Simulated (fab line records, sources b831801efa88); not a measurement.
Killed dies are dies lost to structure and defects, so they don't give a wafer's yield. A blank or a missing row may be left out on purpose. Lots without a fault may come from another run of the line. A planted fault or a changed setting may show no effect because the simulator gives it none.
fab line records | flow sky130
record lots=5 wafers=15 last_day=50
route steps=708 shown METAL5@661 PASSIVATION@681
lots that met no fault: from a run of the same line without faults
start_h: hours from the record's first day to the start of the lot's first wafer shown | wait_h: hours since the lot's step before | " the same as in the row above | L1.1+2: a row that stands for several wafers | - no value, or no start given | * or withheld: withheld | < > ~ a bound
route shown NAME@n: a module of which the file shows steps, and the number in the route of the first | usual: mean/standard deviation of fault-free wafers | same: alike in all rows | chamber/n: place in a boat | sites: the reading at each site | _std_site: their standard deviation | _edge_site: outer sites' mean less inner sites' | radius_mm: how far each site lies from the wafer's centre | mask NAME#n: copy n | behind: the tool/chamber that last shaped the wafer | hold: why the lot was held/for how many hours/how that ended | device: the transistor (n, p or np) that didn't switch | end of line: the same wafers' tests at the end of the route | a step without rows: its recipe alone | killed: dies lost to structure and defects at the first sort, not the wafer's yield | map: a wafer's dies, x killed, . not, _ none there
set.NAME: the setting as run; set.NAME@STEP: as run at that earlier step | model.NAME: the simulator's own value behind a step, which no gauge read
lots at some steps of the route; a table a step, a row a wafer
services: from which hour (start_h, from the record's first day; less than 0 if before it) a tool's chamber was out of use, for how many hours, and why
## steps
# step SKY_METAL5_SPUTTER_00
# recipe material=Ti target_thk_nm=15 power_w=3000 time_s=10 chamber_pressure_pa=0.4
# usual throttle_valve_pct=30.0/0.7
# same time_s=10
# columns lot.wafer tool chamber start_h wait_h throttle_valve_pct
L077.3 pvd_sputter-03 - 1023.23 0.1 30.4
L077.4 " - " " 29.5
L077.6 " - " " 29.9
L080.1 pvd_sputter-04 - 1043.88 0.1 29.0
L080.4 " - " " 29.6
L080.6 " - " " 31.3
L082.1 pvd_sputter-04 - 1052.00 0.1 29.5
L082.4 " - " " 30.0
L082.6 " - " " 28.8
L090.1 pvd_sputter-01 - 1125.15 0.2 30.1
L090.2 " - " " 29.7
L090.3 " - " " 30.0
L092.1 pvd_sputter-03 - 1132.35 0.2 29.9
L092.2 " - " " 30.4
L092.6 " - " " 29.5
# step SKY_METAL5_SPUTTER_01
# recipe material=TiN target_thk_nm=20 power_w=6500 time_s=16.7 chamber_pressure_pa=0.4
# usual throttle_valve_pct=30.0/0.69
# same time_s=16.7
# columns lot.wafer tool chamber start_h wait_h throttle_valve_pct
L077.3 pvd_sputter-03 - 1023.25 0.0 30.7
L077.4 " - " " 29.6
L077.6 " - " " 29.4
L080.1 pvd_sputter-04 - 1043.90 0.0 29.2
L080.4 " - " " 29.7
L080.6 " - " " 31.0
L082.1 pvd_sputter-04 - 1052.02 0.0 29.4
L082.4 " - " " 29.9
L082.6 " - " " 29.1
L090.1 pvd_sputter-01 - 1125.17 0.0 29.9
L090.2 " - " " 29.6
L090.3 " - " " 30.1
L092.1 pvd_sputter-03 - 1132.37 0.0 30.0
L092.2 " - " " 30.3
L092.6 " - " " 29.5
# step SKY_METAL5_SPUTTER_02
# recipe material=AlCu target_thk_nm=1150 power_w=10600 time_s=61.2 chamber_pressure_pa=0.4
# usual throttle_valve_pct=30.0/0.69
# same time_s=61.2
# columns lot.wafer tool chamber start_h wait_h throttle_valve_pct
L077.3 pvd_sputter-03 - 1023.28 0.0 30.7
L077.4 " - " " 29.6
L077.6 " - " " 29.5
L080.1 pvd_sputter-04 - 1043.93 0.0 28.9
L080.4 " - " " 29.8
L080.6 " - " " 31.1
L082.1 pvd_sputter-04 - 1052.05 0.0 29.5
L082.4 " - " " 29.5
L082.6 " - " " 29.0
L090.1 pvd_sputter-01 - 1125.19 0.0 30.2
L090.2 " - " " 29.7
L090.3 " - " " 29.9
L092.1 pvd_sputter-03 - 1132.40 0.0 29.6
L092.2 " - " " 30.4
L092.6 " - " " 29.6
# step SKY_METAL5_SPUTTER_03
# recipe material=Ti target_thk_nm=5 power_w=3000 time_s=3.3 chamber_pressure_pa=0.4
# usual throttle_valve_pct=30.0/0.68
# same time_s=3.3
# columns lot.wafer tool chamber start_h wait_h throttle_valve_pct
L077.3 pvd_sputter-03 - 1023.33 0.0 30.5
L077.4 " - " " 29.6
L077.6 " - " " 29.6
L080.1 pvd_sputter-04 - 1043.98 0.0 28.9
L080.4 " - " " 29.6
L080.6 " - " " 31.0
L082.1 pvd_sputter-04 - 1052.10 0.0 29.6
L082.4 " - " " 30.0
L082.6 " - " " 29.0
L090.1 pvd_sputter-01 - 1125.24 0.0 30.3
L090.2 " - " " 29.6
L090.3 " - " " 29.9
L092.1 pvd_sputter-03 - 1132.45 0.0 29.9
L092.2 " - " " 30.3
L092.6 " - " " 29.5
# step SKY_METAL5_SPUTTER_04
# recipe material=TiN target_thk_nm=70 power_w=6500 time_s=58.3 chamber_pressure_pa=0.4
# usual throttle_valve_pct=30.0/0.68
# same time_s=58.3
# columns lot.wafer tool chamber start_h wait_h throttle_valve_pct
L077.3 pvd_sputter-03 - 1023.34 0.0 30.9
L077.4 " - " " 29.7
L077.6 " - " " 29.6
L080.1 pvd_sputter-04 - 1043.99 0.0 29.1
L080.4 " - " " 29.6
L080.6 " - " " 31.1
L082.1 pvd_sputter-04 - 1052.12 0.0 29.0
L082.4 " - " " 29.9
L082.6 " - " " 29.2
L090.1 pvd_sputter-01 - 1125.26 0.0 30.2
L090.2 " - " " 29.5
L090.3 " - " " 30.3
L092.1 pvd_sputter-03 - 1132.47 0.0 29.6
L092.2 " - " " 30.3
L092.6 " - " " 29.8
# step SKY_METAL5_RS_MEAS_05
# recipe thk_meas_gauge=four-point-probe reads=TiN_of_METAL5_SPUTTER_04+Ti_of_METAL5_SPUTTER_03+AlCu_of_METAL5_SPUTTER_02+TiN_of_METAL5_SPUTTER_01+Ti_of_METAL5_SPUTTER_00
# usual METAL5_ALCU_RS=0.02698/0.00022
# columns lot.wafer tool chamber start_h wait_h METAL5_ALCU_RS[ohm/sq]
L077.3 film_metro-02 - 1023.43 0.1 0.027
L077.4 " - " " 0.027
L077.6 " - " " 0.02706
L080.1 film_metro-01 - 1044.04 0.0 0.02685
L080.4 " - " " 0.02714
L080.6 " - " " 0.02693
L082.1 film_metro-01 - 1052.17 0.0 0.02709
L082.4 " - " " 0.02703
L082.6 " - " " 0.02677
L090.1 film_metro-04 - 1125.31 0.0 0.02682
L090.2 " - " " 0.02713
L090.3 " - " " 0.02701
L092.1 film_metro-04 - 1132.51 0.0 0.02686
L092.2 " - " " 0.02713
L092.6 " - " " 0.02702
# step SKY_METAL5_THK_MEAS_06
# recipe thk_meas_gauge=xrf reads=AlCu_of_METAL5_SPUTTER_02
# usual METAL5_ALCU_THK=1171/14
# columns lot.wafer tool chamber start_h wait_h METAL5_ALCU_THK[nm]
L077.3 film_metro-02 - 1023.53 0.1 1168
L077.4 " - " " 1173
L077.6 " - " " 1164
L080.1 film_metro-01 - 1044.16 0.1 1162
L080.4 " - " " 1152
L080.6 " - " " 1157
L082.1 film_metro-01 - 1052.29 0.1 1153
L082.4 " - " " 1152
L082.6 " - " " 1169
L090.1 film_metro-04 - 1125.43 0.1 1193
L090.2 " - " " 1175
L090.3 " - " " 1181
L092.1 film_metro-04 - 1132.63 0.1 1177
L092.2 " - " " 1179
L092.6 " - " " 1175
# step SKY_METAL5_DEHYDRATE_07
# recipe temp_c=200 time_s=60
# usual plate_temp_C=199.98/0.16 resist_line_temp_C=23.00/0.1
# same time_s=60
# columns lot.wafer tool chamber start_h wait_h plate_temp_C resist_line_temp_C
L077.3 litho_track-01 0 1033.74 10.2 199.93 22.93
L077.4 " 0 " " 199.79 23.05
L077.6 " 0 " " 200.15 23.11
L080.1 litho_track-04 0 1054.78 10.6 200.10 22.99
L080.4 " 0 " " 199.92 22.93
L080.6 " 0 " " 200.01 22.96
L082.1 litho_track-03 0 1062.60 10.3 199.72 23.09
L082.4 " 0 " " 200.05 23.01
L082.6 " 0 " " 200.10 23.11
L090.1 litho_track-03 0 1134.10 8.7 200.18 23.16
L090.2 " 0 " " 199.88 23.10
L090.3 " 0 " " 200.26 23.11
L092.1 litho_track-03 0 1140.80 8.2 199.72 22.93
L092.2 " 0 " " 199.84 22.95
L092.6 " 0 " " 199.72 22.96
# step SKY_METAL5_HMDS_08
# recipe prime_time_s=60 prime_temp_c=120
# usual resist_line_temp_C=22.99/0.099
# columns lot.wafer tool chamber start_h wait_h resist_line_temp_C
L077.3 litho_track-01 0 1033.89 0.1 23.01
L077.4 " 0 " " 23.05
L077.6 " 0 " " 23.07
L080.1 litho_track-04 0 1054.93 0.1 22.95
L080.4 " 0 " " 23.20
L080.6 " 0 " " 23.05
L082.1 litho_track-03 0 1062.75 0.1 23.09
L082.4 " 0 " " 23.04
L082.6 " 0 " " 22.96
L090.1 litho_track-03 0 1134.25 0.1 22.84
L090.2 " 0 " " 22.82
L090.3 " 0 " " 23.02
L092.1 litho_track-03 0 1140.95 0.1 23.10
L092.2 " 0 " " 23.02
L092.6 " 0 " " 23.03
# step SKY_METAL5_COAT_09
# recipe resist=NOVOLAK spin_rpm=3000 resist_thk_nm=1800
# usual resist_line_temp_C=22.99/0.1
# columns lot.wafer tool chamber start_h wait_h resist_line_temp_C
L077.3 litho_track-01 0 1034.04 0.1 22.96
L077.4 " 0 " " 23.07
L077.6 " 0 " " 23.01
L080.1 litho_track-04 0 1055.08 0.1 23.07
L080.4 " 0 " " 23.03
L080.6 " 0 " " 23.05
L082.1 litho_track-03 0 1062.90 0.1 22.96
L082.4 " 0 " " 23.05
L082.6 " 0 " " 22.80
L090.1 litho_track-03 0 1134.40 0.1 23.07
L090.2 " 0 " " 22.89
L090.3 " 0 " " 23.05
L092.1 litho_track-03 0 1141.10 0.1 22.84
L092.2 " 0 " " 22.77
L092.6 " 0 " " 22.88
# step SKY_METAL5_SOFTBAKE_10
# recipe temp_c=90 time_s=60 resist=NOVOLAK
# usual plate_temp_C=90.01/0.12 resist_line_temp_C=22.98/0.097
# same time_s=60
# columns lot.wafer tool chamber start_h wait_h plate_temp_C resist_line_temp_C
L077.3 litho_track-01 0 1034.19 0.1 89.88 23.02
L077.4 " 0 " " 89.71 23.00
L077.6 " 0 " " 89.94 22.88
L080.1 litho_track-04 0 1055.23 0.1 89.91 22.89
L080.4 " 0 " " 89.98 23.09
L080.6 " 0 " " 89.92 23.04
L082.1 litho_track-03 0 1063.05 0.1 89.99 23.14
L082.4 " 0 " " 90.10 23.02
L082.6 " 0 " " 89.99 22.99
L090.1 litho_track-03 0 1134.55 0.1 90.00 22.93
L090.2 " 0 " " 89.87 23.19
L090.3 " 0 " " 89.92 22.90
L092.1 litho_track-03 0 1141.25 0.1 90.14 23.11
L092.2 " 0 " " 90.03 22.90
L092.6 " 0 " " 90.05 23.14
# step SKY_METAL5_EXPOSE_11
# recipe mask_id=MM5 na=0.6 source_shape=conventional sigma_outer=0.6 polarization=unpolarized target_cd_nm=1600 dose_mj=190
# columns lot.wafer tool chamber start_h wait_h mask
L077.3+4+6 iline_stepper-01 0 - - MM5#0
L080.1+4+6 iline_stepper-02 0 - - MM5#0
L082.1+4+6 iline_stepper-02 0 - - MM5#0
L090.1+2+3 iline_stepper-02 0 - - MM5#0
L092.1+2+6 iline_stepper-02 0 - - MM5#0
# step SKY_METAL5_PEB_12
# recipe temp_c=withheld time_s=* resist=NOVOLAK
# usual resist_line_temp_C=*
# same time_s=*
# columns lot.wafer tool chamber start_h wait_h resist_line_temp_C
L077.3 litho_track-03 0 - - *
L077.4 " 0 " " *
L077.6 " 0 " " *
L080.1 litho_track-04 0 - - *
L080.4 " 0 " " *
L080.6 " 0 " " *
L082.1 litho_track-01 0 - - *
L082.4 " 0 " " *
L082.6 " 0 " " *
L090.1 litho_track-01 0 - - *
L090.2 " 0 " " *
L090.3 " 0 " " *
L092.1 litho_track-01 0 - - *
L092.2 " 0 " " *
L092.6 " 0 " " *
# step SKY_METAL5_DEVELOP_13
# recipe resist=NOVOLAK developer=TMAH develop_time_s=60 dev_temp_c=23
# usual developer_temp_C=23.00/0.12 resist_line_temp_C=23.01/0.11
# columns lot.wafer tool chamber start_h wait_h developer_temp_C resist_line_temp_C
L077.3 litho_track-03 0 1045.45 0.1 23.08 22.90
L077.4 " 0 " " 23.16 23.16
L077.6 " 0 " " 23.17 22.88
L080.1 litho_track-04 0 1065.48 0.1 23.03 23.14
L080.4 " 0 " " 23.03 22.99
L080.6 " 0 " " 23.01 23.06
L082.1 litho_track-01 0 1073.69 0.1 22.89 22.96
L082.4 " 0 " " 22.93 22.90
L082.6 " 0 " " 22.96 22.85
L090.1 litho_track-01 0 1143.85 0.1 22.99 23.00
L090.2 " 0 " " 22.94 23.16
L090.3 " 0 " " 23.05 23.00
L092.1 litho_track-01 0 1150.30 0.1 23.02 23.14
L092.2 " 0 " " 23.04 23.21
L092.6 " 0 " " 23.09 23.19
# step SKY_METAL5_DESCUM_14
# recipe chemistry=O2 source_power_w=150 bias_power_w=0 pressure_mtorr=10 temp_c=40 time_s=11
# usual drypump_motor_current_A=5.8/0.35 oes_product_au=1.002/0.023
# same bias_power_w=0 time_s=11
# columns lot.wafer tool chamber start_h wait_h drypump_motor_current_A oes_product_au rf_hours_counter_h
L077.3 rie_metal-01 1 1045.56 0.1 6.0 0.991 -
L077.4 " 0 " " 5.4 0.972 -
L077.6 " 1 " " 6.0 0.987 -
L080.1 rie_metal-01 0 1065.63 0.1 5.3 0.987 9
L080.4 " 1 " " 6.0 0.991 -
L080.6 " 0 " " 5.4 0.986 -
L082.1 rie_metal-03 1 1073.84 0.1 5.3 0.982 19
L082.4 " 0 " " 6.0 1.017 -
L082.6 " 1 " " 5.3 0.986 -
L090.1 rie_metal-01 1 1144.00 0.1 6.0 0.986 24
L090.2 " 0 " " 5.3 1.008 14
L090.3 " 1 " " 6.0 0.976 -
L092.1 rie_metal-02 0 1150.45 0.1 6.3 0.993 25
L092.2 " 1 " " 5.7 1.040 18
L092.6 " 1 " " 5.8 1.033 -
# step SKY_METAL5_METAL_ETCH_15
# recipe target_depth_a=12600 stop_on=SiO2 over_etch_frac=0.2 time_s=252 chemistry=Cl2/BCl3 resist_sidewall_deg=86 pressure_mtorr=10 icp_w=900 bias_w=48.5 Cl2_flow_sccm=60 bcl3_flow_sccm=30
# usual drypump_motor_current_A=5.8/0.35 oes_product_au=0.895/0.0049 throttle_valve_pct=22.264/0.0089
# same time_s=252
# columns lot.wafer tool chamber start_h wait_h drypump_motor_current_A oes_product_au rf_hours_counter_h throttle_valve_pct
L077.3 rie_metal-01 1 1045.66 0.1 6.0 0.896 - 22.261
L077.4 " 0 " " 5.3 0.904 - 22.262
L077.6 " 1 " " 6.0 0.903 - 22.265
L080.1 rie_metal-01 0 1065.67 0.0 5.3 0.900 9 22.279
L080.4 " 1 " " 6.0 0.897 - 22.273
L080.6 " 0 " " 5.4 0.905 - 22.254
L082.1 rie_metal-03 1 1073.88 0.0 5.3 0.891 19 22.271
L082.4 " 0 " " 6.0 0.895 - 22.258
L082.6 " 1 " " 5.3 0.898 - 22.269
L090.1 rie_metal-01 1 1144.03 0.0 6.0 0.899 25 22.253
L090.2 " 0 " " 5.3 0.890 14 22.263
L090.3 " 1 " " 6.0 0.892 - 22.249
L092.1 rie_metal-02 0 1150.48 0.0 6.3 0.897 25 22.277
L092.2 " 1 " " 5.7 0.892 18 22.269
L092.6 " 1 " " 5.7 0.898 - 22.257
# step SKY_METAL5_STRIP_16
# recipe chemistry=O2/N2 power_w=1400 pressure_mtorr=1500 platen_temp_c=withheld o2_flow_sccm=3000 n2_flow_sccm=300 overash_fraction=0.5
# usual drypump_motor_current_A=5.49/0.18 oes_product_au=0.710/0.0045 strip_time_to_endpoint_s=12.99/0.27
# columns lot.wafer tool chamber start_h wait_h drypump_motor_current_A oes_product_au rf_hours_counter_h strip_time_to_endpoint_s
L077.3 plasma_asher-03 1 1045.85 0.1 5.96 0.705 - 13.24
L077.4 " 0 " " 5.43 0.710 - 13.35
L077.6 " 1 " " 5.96 0.717 - 13.24
L080.1 plasma_asher-01 1 1065.90 0.2 5.22 0.711 65 13.11
L080.4 " 1 " " 5.23 0.710 - 13.20
L080.6 " 0 " " 5.46 0.704 - 13.15
L082.1 plasma_asher-02 1 1074.11 0.2 5.55 0.707 92 13.14
L082.4 " 0 " " 5.47 0.709 - 12.79
L082.6 " 0 " " 5.49 0.714 - 13.19
L090.1 plasma_asher-02 0 1144.26 0.2 5.47 0.708 99 13.28
L090.2 " 1 " " 5.54 0.714 99 13.07
L090.3 " 1 " " 5.52 0.705 - 13.32
L092.1 plasma_asher-03 0 1150.71 0.2 5.44 0.717 8 12.90
L092.2 " 1 " " 5.96 0.715 8 12.39
L092.6 " 1 " " 5.95 0.710 - 12.34
# step SKY_METAL5_STRIP_17
# recipe chemistry=post_etch_residue_remover time_s=1200 temp_c=72.5
# same time_s=1200
# columns lot.wafer tool chamber start_h wait_h
L077.3+4+6 wet_bench-03 3 1045.92 0.0
L080.1+4+6 wet_bench-03 3 1066.00 0.1
L082.1+4+6 wet_bench-02 2 1074.21 0.1
L090.1+2+3 wet_bench-04 0 1144.36 0.1
L092.1+2+6 wet_bench-04 3 1150.86 0.1
# step SKY_METAL5_CLEAN_18
# recipe chemistry=IPA time_s=180 temp_c=25
# same time_s=180
# columns lot.wafer tool chamber start_h wait_h
L077.3+4+6 wet_bench-02 1 1046.29 0.0
L080.1+4+6 wet_bench-04 0 1066.35 0.0
L082.1+4+6 wet_bench-04 1 1074.56 0.0
L090.1+2+3 wet_bench-02 3 1144.75 0.0
L092.1+2+6 wet_bench-02 2 1151.20 0.0
# step SKY_METAL5_CLEAN_19
# recipe chemistry=O3/DIW dry=n2_spin
# columns lot.wafer tool chamber start_h wait_h
L077.3+4+6 wet_bench-04 3 1046.35 0.0
L080.1+4+6 wet_bench-02 2 1066.41 0.0
L082.1+4+6 wet_bench-02 2 1074.62 0.0
L090.1+2+3 wet_bench-02 1 1144.81 0.0
L092.1+2+6 wet_bench-02 1 1151.26 0.0
# step SKY_PASSIVATION_CVD_00
# recipe material=SiO2 target_thk_nm=90 temp_c=400 time_s=withheld rf_w=600
# usual heater_power_outer_w=412/58 heater_power_w=678/76
# columns lot.wafer tool chamber start_h wait_h heater_power_outer_w heater_power_w
L077.3 pecvd-01 0 1046.44 0.0 400 675
L077.4 " 1 " " 357 672
L077.6 " 0 " " 404 671
L080.1 pecvd-01 1 1066.50 0.0 361 686
L080.4 " 1 " " 368 693
L080.6 " 2 " " 349 598
L082.1 pecvd-01 2 1074.72 0.0 416 683
L082.4 " 1 " " 305 590
L082.6 " 2 " " 438 672
L090.1 pecvd-02 0 1144.90 0.0 441 734
L090.2 " 2 " " 521 802
L090.3 " 1 " " 326 534
L092.1 pecvd-03 0 1151.35 0.0 395 666
L092.2 " 1 " " 337 576
L092.6 " 2 " " 424 699
# step SKY_PASSIVATION_THK_MEAS_01
# recipe reads=SiO2_of_PASSIVATION_CVD_00
# usual PASSIVATION_CVD_00_THK=90.0/1.5
# columns lot.wafer tool chamber start_h wait_h PASSIVATION_CVD_00_THK[nm]
L077.3 film_metro-01 - 1046.49 - 86.6
L077.4 " - " " 91.2
L077.6 " - " " 87.8
L080.1 film_metro-02 - 1066.52 - 90.2
L080.4 " - " " 91.5
L080.6 " - " " 92.3
L082.1 film_metro-02 - 1074.74 - 89.0
L082.4 " - " " 91.9
L082.6 " - " " 90.5
L090.1 film_metro-01 - 1144.92 - 89.9
L090.2 " - " " 89.5
L090.3 " - " " 88.1
L092.1 film_metro-02 - 1151.37 - 87.4
L092.2 " - " " 89.0
L092.6 " - " " 89.7
# step SKY_PASSIVATION_CVD_02
# recipe material=Si3N4 target_thk_nm=540 temp_c=400 time_s=withheld rf_w=450
# usual heater_power_outer_w=448/62 heater_power_w=728/81
# columns lot.wafer tool chamber start_h wait_h heater_power_outer_w heater_power_w
L077.3 pecvd-03 1 1046.53 0.0 395 666
L077.4 " 0 " " 492 767
L077.6 " 1 " " 399 694
L080.1 pecvd-02 2 1066.58 0.1 495 764
L080.4 " 1 " " 346 570
L080.6 " 0 " " 388 666
L082.1 pecvd-03 2 1074.80 0.1 501 802
L082.4 " 1 " " 401 699
L082.6 " 0 " " 416 676
L090.1 pecvd-03 2 1144.98 0.1 492 796
L090.2 " 1 " " 338 590
L090.3 " 0 " " 389 655
L092.1 pecvd-01 1 1151.43 0.1 427 744
L092.2 " 2 " " 388 647
L092.6 " 1 " " 437 760
# step SKY_PASSIVATION_THK_MEAS_03
# recipe reads=Si3N4_of_PASSIVATION_CVD_02
# usual PASSIVATION_CVD_02_THK=542/8
# columns lot.wafer tool chamber start_h wait_h PASSIVATION_CVD_02_THK[nm]
L077.3 film_metro-03 - 1046.77 - 543
L077.4 " - " " 550
L077.6 " - " " 547
L080.1 film_metro-01 - 1066.81 - 538
L080.4 " - " " 545
L080.6 " - " " 537
L082.1 film_metro-02 - 1075.02 - 539
L082.4 " - " " 557
L082.6 " - " " 553
L090.1 film_metro-03 - 1145.21 - 536
L090.2 " - " " 534
L090.3 " - " " 536
L092.1 film_metro-03 - 1151.66 - 548
L092.2 " - " " 530
L092.6 " - " " 556
# step SKY_PASSIVATION_DEHYDRATE_04
# recipe temp_c=200 time_s=60
# usual plate_temp_C=200.00/0.15 resist_line_temp_C=22.98/0.1
# same time_s=60
# columns lot.wafer tool chamber start_h wait_h plate_temp_C resist_line_temp_C
L077.3 litho_track-02 0 1056.81 10.0 200.22 23.01
L077.4 " 0 " " 200.09 23.01
L077.6 " 0 " " 200.09 23.05
L080.1 litho_track-02 0 1076.81 10.0 199.71 23.06
L080.4 " 0 " " 199.87 23.11
L080.6 " 0 " " 200.02 23.06
L082.1 litho_track-01 0 1084.89 9.9 199.92 22.87
L082.4 " 0 " " 199.85 22.91
L082.6 " 0 " " 199.89 22.99
L090.1 litho_track-01 0 1153.35 8.1 199.85 23.02
L090.2 " 0 " " 199.73 23.12
L090.3 " 0 " " 199.94 22.77
L092.1 litho_track-03 0 1159.80 8.1 200.05 22.99
L092.2 " 0 " " 199.87 22.88
L092.6 " 0 " " 199.79 22.71
# step SKY_PASSIVATION_HMDS_05
# recipe prime_time_s=60 prime_temp_c=120
# usual resist_line_temp_C=23.01/0.11
# columns lot.wafer tool chamber start_h wait_h resist_line_temp_C
L077.3 litho_track-02 0 1056.96 0.1 23.13
L077.4 " 0 " " 22.86
L077.6 " 0 " " 23.08
L080.1 litho_track-02 0 1076.96 0.1 23.20
L080.4 " 0 " " 23.01
L080.6 " 0 " " 23.08
L082.1 litho_track-01 0 1085.04 0.1 22.97
L082.4 " 0 " " 22.88
L082.6 " 0 " " 22.83
L090.1 litho_track-01 0 1153.50 0.1 23.18
L090.2 " 0 " " 23.07
L090.3 " 0 " " 23.20
L092.1 litho_track-03 0 1159.95 0.1 22.87
L092.2 " 0 " " 22.91
L092.6 " 0 " " 22.99
# step SKY_PASSIVATION_COAT_06
# recipe spin_rpm=2000 resist_thk_nm=3000
# usual resist_line_temp_C=23.00/0.12
# columns lot.wafer tool chamber start_h wait_h resist_line_temp_C
L077.3 litho_track-02 0 1057.11 0.1 22.91
L077.4 " 0 " " 23.12
L077.6 " 0 " " 23.20
L080.1 litho_track-02 0 1077.11 0.1 23.07
L080.4 " 0 " " 23.07
L080.6 " 0 " " 23.16
L082.1 litho_track-01 0 1085.19 0.1 22.85
L082.4 " 0 " " 22.80
L082.6 " 0 " " 22.95
L090.1 litho_track-01 0 1153.65 0.1 23.00
L090.2 " 0 " " 23.15
L090.3 " 0 " " 23.01
L092.1 litho_track-03 0 1160.10 0.1 22.82
L092.2 " 0 " " 22.74
L092.6 " 0 " " 22.71
# step SKY_PASSIVATION_SOFTBAKE_07
# recipe temp_c=110 time_s=withheld
# usual plate_temp_C=110.01/0.14 resist_line_temp_C=22.99/0.11
# columns lot.wafer tool chamber start_h wait_h plate_temp_C resist_line_temp_C
L077.3 litho_track-02 0 1057.27 0.1 109.97 23.04
L077.4 " 0 " " 110.04 23.20
L077.6 " 0 " " 110.01 23.15
L080.1 litho_track-02 0 1077.26 0.1 110.04 22.98
L080.4 " 0 " " 110.02 22.99
L080.6 " 0 " " 110.24 23.06
L082.1 litho_track-01 0 1085.34 0.1 110.09 23.21
L082.4 " 0 " " 110.01 23.08
L082.6 " 0 " " 110.26 23.17
L090.1 litho_track-01 0 1153.80 0.1 110.04 22.93
L090.2 " 0 " " 109.85 23.06
L090.3 " 0 " " 109.88 23.04
L092.1 litho_track-03 0 1160.25 0.1 110.04 22.93
L092.2 " 0 " " 110.12 22.98
L092.6 " 0 " " 110.00 22.89
# step SKY_PASSIVATION_EXPOSE_08
# recipe mask_id=NSM target_cd_nm=3000 na=0.57 dose_mj=260
# columns lot.wafer tool chamber start_h wait_h mask
L077.3+4+6 iline_stepper-01 0 - - NSM#0
L080.1+4+6 iline_stepper-01 0 - - NSM#0
L082.1+4+6 iline_stepper-02 0 - - NSM#0
L090.1+2+3 iline_stepper-01 0 - - NSM#0
L092.1+2+6 iline_stepper-02 0 - - NSM#0
# step SKY_PASSIVATION_PEB_09
# recipe temp_c=115 time_s=withheld
# usual plate_temp_C=115.01/0.14 resist_line_temp_C=23.02/0.095
# columns lot.wafer tool chamber start_h wait_h plate_temp_C resist_line_temp_C
L077.3 litho_track-03 0 - - 114.92 23.04
L077.4 " 0 " " 114.68 23.11
L077.6 " 0 " " 114.84 23.05
L080.1 litho_track-01 0 - - 115.12 22.97
L080.4 " 0 " " 114.86 22.91
L080.6 " 0 " " 115.02 23.06
L082.1 litho_track-03 0 - - 114.97 23.05
L082.4 " 0 " " 115.17 23.17
L082.6 " 0 " " 115.07 23.17
L090.1 litho_track-03 0 - - 115.06 23.05
L090.2 " 0 " " 115.00 23.01
L090.3 " 0 " " 114.97 23.07
L092.1 litho_track-01 0 - - 115.08 22.96
L092.2 " 0 " " 114.80 23.04
L092.6 " 0 " " 115.09 22.95
# step SKY_PASSIVATION_DEVELOP_10
# recipe develop_time_s=60 dev_temp_c=23
# usual developer_temp_C=22.99/0.13 resist_line_temp_C=22.99/0.11
# columns lot.wafer tool chamber start_h wait_h developer_temp_C resist_line_temp_C
L077.3 litho_track-03 0 - - 22.89 22.87
L077.4 " 0 " " 22.92 22.98
L077.6 " 0 " " 22.82 23.06
L080.1 litho_track-01 0 - - 22.90 22.85
L080.4 " 0 " " 22.94 22.91
L080.6 " 0 " " 22.65 22.78
L082.1 litho_track-03 0 - - 23.18 23.14
L082.4 " 0 " " 22.90 23.03
L082.6 " 0 " " 22.95 22.99
L090.1 litho_track-03 0 - - 22.96 22.94
L090.2 " 0 " " 22.98 22.90
L090.3 " 0 " " 23.00 23.12
L092.1 litho_track-01 0 - - 23.15 22.91
L092.2 " 0 " " 23.03 22.96
L092.6 " 0 " " 22.85 23.17
# step SKY_PASSIVATION_ETCH_11
# recipe chemistry=CF4/O2 target_depth_nm=725 stop_on=AlCu source_w=800 bias_w=150 pressure_mtorr=150 cf4_flow_sccm=80 O2_flow_sccm=10 time_s=161.1
# usual drypump_motor_current_A=5.7/0.44 oes_product_au=0.979/0.0077 throttle_valve_pct=5.964/0.0093
# same time_s=161.1
# columns lot.wafer tool chamber start_h wait_h drypump_motor_current_A oes_product_au rf_hours_counter_h throttle_valve_pct
L077.3 rie_diel-01 0 1068.10 - 5.9 0.990 8 5.959
L077.4 " 3 " " 5.6 0.981 15 5.950
L077.6 " 2 " " 6.6 0.975 - 5.954
L080.1 rie_diel-04 2 1087.34 - 5.6 0.975 17 5.984
L080.4 " 3 " " 5.2 0.976 18 5.958
L080.6 " 3 " " 5.1 0.984 - 5.966
L082.1 rie_diel-04 1 1095.75 - 5.8 0.981 18 5.973
L082.4 " 2 " " 5.5 0.993 18 5.977
L082.6 " 1 " " 5.8 0.985 - 5.963
L090.1 rie_diel-02 3 1162.40 - 5.1 0.984 4 5.952
L090.2 " 1 " " 6.0 0.961 28 5.971
L090.3 " 0 " " 5.9 0.971 2 5.941
L092.1 rie_diel-04 1 1169.20 - 5.8 0.974 20 5.961
L092.2 " 2 " " 5.6 0.972 20 5.965
L092.6 " 1 " " 5.8 0.994 - 5.964
## services
# columns tool chamber start_h hours kind
plasma_asher-02 - 1002.51 3.8 repair
pecvd-03 2 1013.44 9.0 repair
rie_diel-04 1 1013.81 3.6 repair
pecvd-02 - 1016.24 1.8 repair
iline_stepper-01 - 1017.74 1.7 pm
plasma_asher-03 - 1017.80 1.0 repair
rie_diel-04 - 1032.92 38.4 repair
pecvd-02 - 1045.68 2.8 pm
plasma_asher-03 - 1055.25 9.0 pm
iline_stepper-02 - 1056.64 6.5 repair
iline_stepper-02 - 1083.04 1.7 pm
rie_metal-01 0 1083.61 14.5 repair
pecvd-01 - 1085.72 6.0 pm
pvd_sputter-01 - 1086.06 1.0 repair
pvd_sputter-04 - 1086.86 5.1 repair
rie_metal-03 0 1087.52 16.6 repair
pvd_sputter-01 - 1090.18 15.6 repair
wet_bench-02 - 1093.21 3.8 repair
rie_metal-02 1 1113.41 20.3 repair
pecvd-01 - 1117.57 28.1 pm
pvd_sputter-04 - 1118.34 0.7 repair
rie_metal-01 1 1123.34 4.0 repair
pecvd-03 - 1153.19 1.6 repair
pvd_sputter-01 - 1160.76 2.3 repair
## key
fault none
